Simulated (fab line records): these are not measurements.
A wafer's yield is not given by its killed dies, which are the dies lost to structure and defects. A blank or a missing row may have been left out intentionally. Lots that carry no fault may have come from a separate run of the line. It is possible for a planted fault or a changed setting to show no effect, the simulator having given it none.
fab line records    flow sky130
record: lots: 6  wafers: 18  last_day: 50
route steps=708 shown METAL3@561 VIA3@573 PAD_OPEN@708
lots that met no fault: taken from a fault-free run of the same line
start_h: hours from the record's first day to the start of the lot's first wafer shown    wait_h: how many hours have passed since the lot's step before this one    " same as the row above    L1.1+2: several wafers, shown together as one row    - either no value or no given start    * or withheld: withheld    < > ~ a bound
route shown NAME@n: names a module that has steps shown in the file, with the first one's number in the route    usual: mean/standard deviation taken from wafers without a fault    same: alike in all rows    chamber/n: place in a boat    sites: per-site readings    _std_site: standard deviation across them    _edge_site: outer sites' mean less inner sites'    radius_mm: for every site, how far away it sits from the centre of the wafer    mask NAME#n: copy n    behind: the last tool/chamber to shape the wafer    hold: why the lot was held/for how many hours/how that ended    device: the n, p or np transistor that did not switch    end of line: the route-end tests of the same wafers    a step given without rows: its recipe and nothing more    killed: count of dies lost to structure and defects at first sort (not the wafer's yield)    map: the dies of a wafer, with x for killed, . for not killed, _ for no die there
set.NAME: the run value of the setting; set.NAME@STEP: its run value at that earlier step    model.NAME: the simulator's own value behind a step, which no gauge read
lots seen at some steps along the route; tables by step, rows by wafer
services: from which hour (start_h, from the record's first day; less than 0 if before it) a tool's chamber was out of use, for how many hours, and why
== steps ==
step: SKY_METAL3_PEB_11
recipe: peb_temp_c: withheld  peb_time_s: withheld  resist: KrF-thick
step: SKY_METAL3_DEVELOP_12
recipe: develop_time_s: 60  resist: KrF-thick  dev_temp_c: 21
step: SKY_METAL3_CD_MEAS_13
recipe: target_cd_nm: 300
usual: cd_nm: 300.0/1.4
lot.wafer  tool       chamber  start_h  wait_h  cd_nm
L173.1     cd_sem-02  -        931.30   -       297.4
L173.2     "          -        "        "       298.5
L173.3     "          -        "        "       298.1
L172.3     cd_sem-02  -        933.29   -       299.6
L172.4     "          -        "        "       299.8
L172.6     "          -        "        "       301.8
L177.1     cd_sem-01  -        956.80   -       300.5
L177.5     "          -        "        "       300.3
L177.6     "          -        "        "       300.7
L185.2     cd_sem-01  -        1017.97  -       299.2
L185.4     "          -        "        "       299.6
L185.5     "          -        "        "       298.7
L186.1     cd_sem-02  -        1022.56  -       296.9
L186.4     "          -        "        "       299.2
L186.5     "          -        "        "       299.2
L191.1     cd_sem-02  -        1049.50  -       300.0
L191.4     "          -        "        "       300.3
L191.6     "          -        "        "       298.1
step: SKY_METAL3_OVL_MEAS_14
usual: METAL3_OVL: -2/5.6
lot.wafer  tool        chamber  start_h  wait_h  METAL3_OVL[nm]
L173.1     overlay-02  -        931.42   0.1     -7
L173.2     "           -        "        "       5
L173.3     "           -        "        "       -2
L172.3     overlay-02  -        933.39   0.1     -8
L172.4     "           -        "        "       -2
L172.6     "           -        "        "       -8
L177.1     overlay-02  -        956.92   0.1     -9
L177.5     "           -        "        "       0
L177.6     "           -        "        "       2
L185.2     overlay-01  -        1018.07  0.1     -5
L185.4     "           -        "        "       -1
L185.5     "           -        "        "       6
L186.1     overlay-02  -        1022.68  0.1     -1
L186.4     "           -        "        "       8
L186.5     "           -        "        "       -1
L191.1     overlay-01  -        1049.62  0.1     7
L191.4     "           -        "        "       8
L191.6     "           -        "        "       1
step: SKY_METAL3_DESCUM_15
recipe: chemistry: O2  source_power_w: 150  bias_power_w: 0  pressure_mtorr: 10  temp_c: 40  time_s: 8
step: SKY_METAL3_ETCH_16
recipe: chemistry: N2/H2  target: BARC  ion_energy_ev: 200  bias_w: 100  pressure_mtorr: 30  n2_flow_sccm: 100  h2_flow_sccm: 200  icp_w: 500  stop_on: SiO2  time_s: 88.2  target_depth_a: 600
usual: drypump_motor_current_A: 6.0/0.39  h2_flow_sccm: 200.0/0.59  n2_flow_sccm: 100.0/0.31  oes_product_au: 0.626/0.0041  throttle_valve_pct: 13.204/0.0088
lot.wafer  tool          chamber  start_h  wait_h  drypump_motor_current_A  h2_flow_sccm  n2_flow_sccm  oes_product_au  rf_hours_counter_h  throttle_valve_pct
L173.1     rie_metal-03  0        931.49   0.0     5.5                      199.5         100.1         0.620           12                  13.206
L173.2     "             1        "        "       5.9                      199.2         100.1         0.628           5                   13.218
L173.3     "             1        "        "       5.9                      200.3         99.3          0.635           -                   13.186
L172.3     rie_metal-02  1        933.47   0.0     5.5                      200.1         100.3         0.628           -                   13.201
L172.4     "             0        "        "       6.4                      200.2         99.8          0.632           -                   13.191
L172.6     "             1        "        "       5.5                      199.0         100.3         0.631           -                   13.206
L177.1     rie_metal-02  1        956.99   0.0     5.5                      200.4         100.1         0.631           4                   13.214
L177.5     "             1        "        "       5.5                      199.7         100.0         0.619           -                   13.210
L177.6     "             0        "        "       6.4                      199.4         100.1         0.620           -                   13.199
L185.2     rie_metal-04  0        1018.13  0.0     6.5                      200.1         100.7         0.630           19                  13.206
L185.4     "             0        "        "       6.5                      200.6         99.9          0.628           -                   13.206
L185.5     "             1        "        "       6.0                      199.7         100.0         0.628           -                   13.221
L186.1     rie_metal-02  1        1022.74  0.0     5.5                      199.9         100.0         0.625           8                   13.200
L186.4     "             0        "        "       6.3                      200.0         100.2         0.630           -                   13.212
L186.5     "             1        "        "       5.5                      199.0         100.3         0.633           -                   13.210
L191.1     rie_metal-02  0        1049.69  0.0     6.4                      199.8         100.2         0.626           20                  13.200
L191.4     "             0        "        "       6.4                      200.2         100.3         0.627           -                   13.207
L191.6     "             0        "        "       6.4                      199.4         100.1         0.623           -                   13.217
step: SKY_METAL3_ETCH_17
recipe: target: SiO2  stop_on: TiN  chemistry: C4F8/O2/Ar  source_w: 1500  bias_w: 1200  pressure_mtorr: 40  c4f8_flow_sccm: withheld  O2_flow_sccm: 6  Ar_flow_sccm: 300  time_s: 3.9  target_depth_a: 150
usual: oes_product_au: 0.754/0.0065
lot.wafer  tool         chamber  start_h  wait_h  oes_product_au  rf_hours_counter_h
L173.1     rie_diel-01  0        931.59   0.1     0.761           5
L173.2     "            1        "        "       0.752           16
L173.3     "            2        "        "       0.757           16
L172.3     rie_diel-04  0        933.54   0.0     0.748           2
L172.4     "            3        "        "       0.748           -
L172.6     "            0        "        "       0.746           -
L177.1     rie_diel-01  3        957.09   0.1     0.752           4
L177.5     "            1        "        "       0.752           -
L177.6     "            0        "        "       0.763           -
L185.2     rie_diel-03  2        1018.23  0.1     0.754           23
L185.4     "            3        "        "       0.756           27
L185.5     "            3        "        "       0.756           -
L186.1     rie_diel-04  1        1022.84  0.1     0.757           11
L186.4     "            0        "        "       0.757           5
L186.5     "            0        "        "       0.764           -
L191.1     rie_diel-01  0        1049.79  0.1     0.760           9
L191.4     "            2        "        "       0.752           20
L191.6     "            3        "        "       0.765           -
step: SKY_METAL3_METAL_ETCH_18
recipe: target_depth_a: 8450  stop_on: SiO2  over_etch_frac: 0.3  time_s: 183.1  chemistry: Cl2/BCl3  resist_sidewall_deg: 88  pressure_mtorr: 10  icp_w: 900  bias_w: 48.5  Cl2_flow_sccm: 60  bcl3_flow_sccm: 30
usual: drypump_motor_current_A: 6.0/0.35  oes_product_au: 0.866/0.0059  throttle_valve_pct: 22.264/0.0092
lot.wafer  tool          chamber  start_h  wait_h  drypump_motor_current_A  oes_product_au  rf_hours_counter_h  throttle_valve_pct
L173.1     rie_metal-04  0        931.61   0.0     6.5                      0.858           14                  22.264
L173.2     "             1        "        "       6.0                      0.868           6                   22.261
L173.3     "             0        "        "       6.5                      0.862           -                   22.261
L172.3     rie_metal-03  0        933.62   0.1     5.5                      0.872           -                   22.265
L172.4     "             1        "        "       5.9                      0.884           -                   22.262
L172.6     "             0        "        "       5.5                      0.870           -                   22.279
L177.1     rie_metal-04  1        957.11   0.0     6.0                      0.856           7                   22.269
L177.5     "             1        "        "       6.0                      0.867           -                   22.268
L177.6     "             0        "        "       6.5                      0.859           -                   22.244
L185.2     rie_metal-03  1        1018.25  0.0     5.9                      0.863           10                  22.255
L185.4     "             1        "        "       5.9                      0.865           -                   22.258
L185.5     "             1        "        "       6.0                      0.872           -                   22.270
L186.1     rie_metal-04  0        1022.86  0.0     6.5                      0.868           19                  22.265
L186.4     "             0        "        "       6.5                      0.862           -                   22.277
L186.5     "             0        "        "       6.5                      0.872           -                   22.273
L191.1     rie_metal-03  0        1049.81  0.0     5.5                      0.869           20                  22.262
L191.4     "             1        "        "       5.9                      0.871           -                   22.263
L191.6     "             1        "        "       5.9                      0.865           -                   22.268
step: SKY_METAL3_STRIP_19
recipe: chemistry: O2/N2  power_w: 1400  pressure_mtorr: 1500  platen_temp_c: withheld  o2_flow_sccm: 3000  n2_flow_sccm: 300  overash_fraction: 0.5
usual: drypump_motor_current_A: 5.80/0.23  n2_flow_sccm: 299.8/1  oes_product_au: 0.501/0.005  strip_time_to_endpoint_s: 6.49/0.071
same: overash_fraction: 0.5
lot.wafer  tool             chamber  start_h  wait_h  drypump_motor_current_A  n2_flow_sccm  oes_product_au  rf_hours_counter_h  strip_time_to_endpoint_s
L173.1     plasma_asher-02  1        931.79   0.1     6.08                     299.9         0.498           49                  6.43
L173.2     "                0        "        "       5.77                     299.8         0.508           49                  6.55
L173.3     "                1        "        "       6.04                     301.4         0.499           -                   6.47
L172.3     plasma_asher-02  0        933.77   0.1     5.80                     299.5         0.490           -                   6.43
L172.4     "                1        "        "       6.06                     299.7         0.487           -                   6.38
L172.6     "                1        "        "       6.06                     300.4         0.494           -                   6.36
L177.1     plasma_asher-03  1        957.29   0.1     5.72                     298.9         0.504           87                  6.45
L177.5     "                0        "        "       5.83                     300.6         0.506           -                   6.54
L177.6     "                1        "        "       5.68                     298.8         0.506           -                   6.40
L185.2     plasma_asher-02  0        1018.43  0.1     5.81                     299.7         0.495           57                  6.42
L185.4     "                1        "        "       6.07                     300.2         0.505           -                   6.45
L185.5     "                0        "        "       5.80                     299.5         0.487           -                   6.41
L186.1     plasma_asher-04  0        1023.04  0.1     5.97                     299.5         0.499           112                 6.42
L186.4     "                0        "        "       6.01                     300.5         0.498           -                   6.34
L186.5     "                1        "        "       5.31                     299.7         0.487           -                   6.33
L191.1     plasma_asher-03  0        1049.99  0.1     5.83                     300.0         0.501           96                  6.52
L191.4     "                1        "        "       5.74                     299.0         0.498           -                   6.49
L191.6     "                0        "        "       5.77                     300.9         0.497           -                   6.46
step: SKY_METAL3_STRIP_20
recipe: chemistry: post_etch_residue_remover  time_s: 1200  temp_c: 72.5
step: SKY_METAL3_CLEAN_21
recipe: chemistry: IPA  time_s: 180  temp_c: 25
step: SKY_METAL3_CLEAN_22
recipe: chemistry: O3/DIW  dry: n2_spin
step: SKY_VIA3_HDPCVD_00
recipe: material: SiO2  target_thk_nm: 1635  sigma_open_frac: 0.3  time_s: 272.5  temp_c: 400  sih4_flow_sccm: 60  pressure_mtorr: 6
lot.wafer  tool       chamber  start_h  wait_h  model.SiO2_of_VIA3_HDPCVD_00.thk_nm
L173.1     hdpcvd-01  0        932.38   0.0     1625
L173.2     "          2        "        "       1635
L173.3     "          1        "        "       1640
L172.3     hdpcvd-02  2        934.33   0.0     1635
L172.4+6   "          2,0      "        "       1643
L177.1     hdpcvd-01  2        958.78   0.9     1643
L177.5     "          1        "        "       1637
L177.6     "          0        "        "       1641
L185.2     hdpcvd-02  2        1019.02  0.0     1213
L185.4     "          0        "        "       1240
L185.5     "          1        "        "       1645
L186.1     hdpcvd-02  1        1023.63  0.0     1598
L186.4     "          0        "        "       1200
L186.5     "          2        "        "       1623
L191.1     hdpcvd-01  1        1050.66  0.0     1624
L191.4     "          0        "        "       1654
L191.6     "          2        "        "       1659
step: SKY_VIA3_THK_MEAS_01
recipe: reads: SiO2_of_VIA3_HDPCVD_00
usual: VIA3_HDPCVD_THK: 1638/16
lot.wafer  tool           chamber  start_h  wait_h  VIA3_HDPCVD_THK[nm]
L173.1     film_metro-01  -        932.55   0.1     1625
L173.2     "              -        "        "       1635
L173.3     "              -        "        "       1642
L172.3     film_metro-04  -        934.52   0.1     1635
L172.4     "              -        "        "       1641
L172.6     "              -        "        "       1643
L177.1     film_metro-01  -        958.95   0.1     1645
L177.5     "              -        "        "       1638
L177.6     "              -        "        "       1641
L185.2     film_metro-01  -        1019.20  0.1     1213
L185.4     "              -        "        "       1240
L185.5     "              -        "        "       1645
L186.1     film_metro-03  -        1023.80  0.1     1597
L186.4     "              -        "        "       1199
L186.5     "              -        "        "       1623
L191.1     film_metro-01  -        1050.83  0.1     1624
L191.4     "              -        "        "       1653
L191.6     "              -        "        "       1660
step: SKY_VIA3_CMP_02
recipe: material: SiO2  down_force_psi: 4  platen_rpm: 60  pad_velocity_m_s: 0.94248
usual: motor_current_A: 12.0/1.2
lot.wafer  tool    chamber  start_h  wait_h  motor_current_A
L173.2     cmp-01  1        932.66   0.1     10.9
L173.3     "       2        "        "       11.9
L173.1     "       3        "        "       12.1
L172.3     cmp-02  1        934.61   0.1     11.9
L172.4     "       3        "        "       10.5
L172.6     "       1        "        "       11.7
L177.1     cmp-02  1        959.01   0.1     11.6
L177.6     "       1        "        "       11.5
L177.5     "       2        "        "       12.9
L185.2     cmp-01  3        1019.30  0.1     11.9
L185.4     "       0        "        "       13.3
L185.5     "       3        "        "       12.2
L186.1     cmp-01  2        1023.96  0.1     12.0
L186.4     "       3        "        "       11.4
L186.5     "       1        "        "       11.8
L191.1     cmp-02  1        1050.99  0.1     11.0
L191.4     "       2        "        "       12.6
L191.6     "       0        "        "       14.3
step: SKY_PAD_OPEN_PROBE_99
usual: defect_limited_yield: 82.5/1.9  killed_at_M0_to_M3: 43/6.8  killed_at_M4_up: 3.2/1.7  killed_at_contacts: 24/5.7  killed_at_front_end: 16/4.3  killed_at_other: 0.3/0.56  killed_dies: 86/9.5  killed_open: 47/6.9  killed_short: 39/5.8
same: gross_dies: 492  killed_at_back_side: 0
lot.wafer  tool       chamber  start_h  wait_h  defect_limited_yield[%]  killed_at_M0_to_M3  killed_at_M4_up  killed_at_contacts  killed_at_front_end  killed_at_other  killed_dies  killed_open  killed_short  model.etest.tester.sort_bin_3_pct  model.etest.met4_comb.leak_log10_a_um  model.etest.tester.sort_bin_8_pct  model.etest.tester.sort_bin_4_pct
L173.1     prober-01  -        1099.98  0.1     84.6                     41                  2                22                  11                   0                76           37           39            1.016                              -11.88                                 0                                  0
L173.2     prober-01  -        1100.03  0.1     81.9                     43                  5                27                  14                   0                89           51           38            1.423                              -11.82                                 0                                  0
L173.3     prober-01  -        1100.08  0.2     82.1                     43                  2                25                  16                   2                88           50           37            0.6098                             -11.9                                  0                                  0
L172.3     prober-02  -        1102.64  0.2     82.9                     31                  5                23                  24                   1                84           42           42            0                                  -11.93                                 0                                  0
L172.4     prober-02  -        1102.69  0.2     82.3                     50                  2                16                  19                   0                87           41           46            1.016                              -11.94                                 0                                  0
L172.6     prober-02  -        1102.79  0.2     84.3                     39                  4                21                  13                   0                77           44           33            0.6098                             -12.04                                 0                                  0
L177.1     prober-02  -        1120.92  0.1     81.3                     59                  4                22                  7                    0                92           60           32            1.016                              -11.8                                  0                                  0
L177.5     prober-02  -        1121.12  0.2     80.1                     53                  3                26                  16                   0                98           50           48            1.423                              -11.89                                 0                                  0
L177.6     prober-02  -        1121.17  0.2     76.0                     55                  4                37                  21                   1                118          70           48            0.4065                             -12                                    0                                  0
L185.2     prober-02  -        1171.87  0.1     81.5                     48                  4                26                  12                   1                91           45           45            4.065                              -9.824                                 1.398e-05                          2.579e-14
L185.4     prober-02  -        1171.97  0.2     81.1                     36                  3                39                  15                   0                93           50           43            1.016                              -11                                    0                                  0
L185.5     prober-02  -        1172.02  0.2     80.3                     52                  4                30                  11                   0                97           53           44            0.4065                             -12.07                                 0                                  0
L186.1     prober-01  -        1176.46  0.1     84.3                     41                  1                20                  15                   0                77           50           26            0.6098                             -11.99                                 0                                  0
L186.4     prober-01  -        1176.61  0.2     79.9                     45                  4                27                  23                   0                99           48           50            6.098                              -9.535                                 1.361e-07                          0
L186.5     prober-01  -        1176.66  0.2     77.4                     64                  6                18                  23                   0                111          62           48            0.813                              -11.96                                 0                                  0
L191.1     prober-01  -        1194.86  0.1     83.1                     35                  2                20                  26                   0                83           43           38            1.829                              -12.13                                 0                                  0
L191.4     prober-01  -        1195.01  0.2     83.7                     41                  2                20                  14                   3                80           42           36            1.016                              -12.13                                 0                                  0
L191.6     prober-01  -        1195.11  0.2     83.3                     46                  3                17                  15                   1                82           41           40            0.4065                             -12.11                                 0                                  0
killed by level:class
L173.1 VIA3:geometric_particle:open=11 VIA3:geometric_particle:short=9 VIA1:geometric_particle:open=8 CONTACT:geometric_particle:short=6 LOCAL_INTERCONNECT:geometric_particle:short=5 CONTACT:geometric_particle:open=5 METAL2:geometric_particle:short=5 POLY_GATE:geometric_particle:open=4
L173.2 VIA3:geometric_particle:open=9 CONTACT:geometric_particle:open=8 VIA2:geometric_particle:open=8 LI_CONTACT:geometric_particle:open=7 LOCAL_INTERCONNECT:geometric_particle:short=7 VIA3:geometric_particle:short=7 VIA1:geometric_particle:open=6 POLY_GATE:geometric_particle:short=5
L173.3 CONTACT:geometric_particle:open=8 LI_CONTACT:geometric_particle:open=7 VIA3:geometric_particle:open=7 FIELD_ISO:geometric_particle:open=6 POLY_GATE:geometric_particle:short=5 VIA1:geometric_particle:open=5 VIA2:geometric_particle:open=5 VIA3:geometric_particle:short=5
L172.3 VIA2:geometric_particle:open=10 FIELD_ISO:geometric_particle:short=8 CONTACT:geometric_particle:open=8 FIELD_ISO:geometric_particle:open=7 LI_CONTACT:geometric_particle:open=5 CONTACT:geometric_particle:short=5 METAL4:geometric_particle:short=5 POLY_GATE:geometric_particle:short=4
L172.4 VIA3:geometric_particle:open=11 POLY_GATE:geometric_particle:short=9 VIA1:geometric_particle:open=7 METAL1:geometric_particle:short=6 VIA1:geometric_particle:short=6 CONTACT:geometric_particle:short=5 CONTACT:geometric_particle:open=5 METAL2:geometric_particle:short=5
L172.6 VIA1:geometric_particle:open=8 CONTACT:geometric_particle:open=7 VIA2:geometric_particle:open=6 VIA3:geometric_particle:open=6 FIELD_ISO:geometric_particle:open=5 VIA1:geometric_particle:short=5 LI_CONTACT:geometric_particle:open=4 CONTACT:geometric_particle:short=4
L177.1 VIA2:geometric_particle:open=12 LI_CONTACT:geometric_particle:open=12 VIA1:geometric_particle:open=12 VIA3:geometric_particle:open=9 VIA1:geometric_particle:short=8 CONTACT:geometric_particle:open=5 METAL2:geometric_particle:short=5 VIA2:geometric_particle:short=4
L177.5 VIA1:geometric_particle:open=17 LI_CONTACT:geometric_particle:open=9 VIA3:geometric_particle:short=7 CONTACT:geometric_particle:open=6 METAL1:geometric_particle:short=6 FIELD_ISO:geometric_particle:open=5 CONTACT:geometric_particle:short=5 METAL2:geometric_particle:short=5
L177.6 VIA1:geometric_particle:open=17 LI_CONTACT:geometric_particle:open=13 VIA2:geometric_particle:open=10 CONTACT:geometric_particle:short=7 VIA3:geometric_particle:open=7 VIA1:geometric_particle:short=7 CONTACT:geometric_particle:open=6 LI_CONTACT:geometric_particle:short=6
L185.2 CONTACT:geometric_particle:open=8 VIA2:geometric_particle:open=8 VIA1:geometric_particle:open=7 LI_CONTACT:geometric_particle:open=7 METAL2:geometric_particle:short=7 METAL3:geometric_particle:short=7 VIA2:geometric_particle:short=6 METAL1:geometric_particle:short=5
L185.4 CONTACT:geometric_particle:open=15 VIA3:geometric_particle:open=7 LI_CONTACT:geometric_particle:open=6 LOCAL_INTERCONNECT:geometric_particle:short=6 CONTACT:geometric_particle:short=6 VIA1:geometric_particle:open=6 POLY_GATE:geometric_particle:open=5 LI_CONTACT:geometric_particle:short=5
L185.5 CONTACT:geometric_particle:open=14 VIA3:geometric_particle:open=12 VIA1:geometric_particle:short=10 LI_CONTACT:geometric_particle:open=8 VIA1:geometric_particle:open=6 VIA2:geometric_particle:open=6 METAL3:geometric_particle:short=5 CONTACT:geometric_particle:short=5
L186.1 VIA1:geometric_particle:open=17 CONTACT:geometric_particle:open=8 LI_CONTACT:geometric_particle:open=7 VIA2:geometric_particle:open=5 POLY_GATE:geometric_particle:short=4 VIA1:geometric_particle:short=4 METAL2:geometric_particle:short=4 POLY_GATE:geometric_particle:open=3
L186.4 VIA1:geometric_particle:open=12 VIA1:geometric_particle:short=10 CONTACT:geometric_particle:open=9 LI_CONTACT:geometric_particle:open=7 POLY_GATE:geometric_particle:open=6 VIA2:geometric_particle:open=5 POLY_GATE:geometric_particle:short=4 LI_CONTACT:geometric_particle:short=4
L186.5 VIA1:geometric_particle:open=15 VIA3:geometric_particle:open=12 VIA1:geometric_particle:short=8 VIA2:geometric_particle:open=8 FIELD_ISO:geometric_particle:open=7 METAL2:geometric_particle:short=7 FIELD_ISO:geometric_particle:short=6 CONTACT:geometric_particle:open=6
L191.1 FIELD_ISO:geometric_particle:open=12 VIA1:geometric_particle:open=11 LI_CONTACT:geometric_particle:open=8 FIELD_ISO:geometric_particle:short=6 LOCAL_INTERCONNECT:geometric_particle:short=6 METAL1:geometric_particle:short=6 VIA3:geometric_particle:open=5 CONTACT:geometric_particle:short=4
L191.4 CONTACT:geometric_particle:open=9 VIA3:geometric_particle:open=7 VIA1:geometric_particle:open=7 METAL2:geometric_particle:short=7 LI_CONTACT:geometric_particle:open=5 LOCAL_INTERCONNECT:geometric_particle:short=5 VIA1:geometric_particle:short=5 METAL1:geometric_particle:short=4
L191.6 VIA1:geometric_particle:open=11 VIA2:geometric_particle:open=9 CONTACT:geometric_particle:open=8 FIELD_ISO:geometric_particle:short=7 VIA3:geometric_particle:open=7 METAL1:geometric_particle:short=6 CONTACT:geometric_particle:short=6 POLY_GATE:geometric_particle:short=4
== services ==
tool             chamber  start_h  hours  kind
cmp-01           -        912.06   4.0    pm
cmp-01           -        916.06   -      consumable_replace:conditioner
cmp-01           -        916.06   -      consumable_replace:pad
plasma_asher-03  -        921.52   1.1    repair
rie_diel-04      2        925.67   8.3    repair
cmp-02           -        933.24   1.0    repair
rie_diel-01      3        942.61   4.4    repair
rie_metal-03     1        948.72   16.2   repair
hdpcvd-02        -        950.25   15.0   pm
hdpcvd-02        0        950.25   15.0   vent_cycle
hdpcvd-02        1        950.25   15.0   vent_cycle
hdpcvd-02        2        950.25   15.0   vent_cycle
hdpcvd-02        0        965.25   -      clean
hdpcvd-01        2        971.85   12.2   repair
rie_diel-01      1        980.43   18.8   repair
hdpcvd-01        -        1001.94  6.0    pm
rie_diel-03      -        1024.52  15.6   pm
cmp-02           -        1028.40  4.0    pm
rie_diel-01      0        1030.83  5.2    repair
rie_diel-03      0        1040.67  4.8    repair
hdpcvd-01        -        1041.61  0.9    repair
cmp-01           -        1042.68  2.2    pm
rie_diel-03      1        1042.71  4.4    repair
rie_diel-03      -        1047.35  0.5    repair
== key ==
first_sign: step: SKY_VIA3_THK_MEAS_01  reading: VIA3_HDPCVD_THK  direction: down  sigmas: 26  usual: 1638  struck: 1217
effect none on later readings
model_effect: step: SKY_VIA3_HDPCVD_00  value: SiO2_of_VIA3_HDPCVD_00.thk_nm  without: 1659  struck: 1218
model_effect: step: SKY_PAD_OPEN_PROBE_99  value: etest.tester.sort_bin_3_pct  without: 1.084  struck: 3.726
met_at SKY_VIA3_HDPCVD_00
struck_wafers L185.2,L185.4,L186.4
onset_between 934.33 1019.02
fault: kind: process_parameter_drift  tool: hdpcvd-02  chamber: -  onset_h: 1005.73  steps: SKY_VIA3_HDPCVD_00  channel: target_thk_nm  offset: -441.37  shape: step  end_h: 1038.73  scope: struck_wafers_only  acts_in: these_recipes_only  stated: 1635
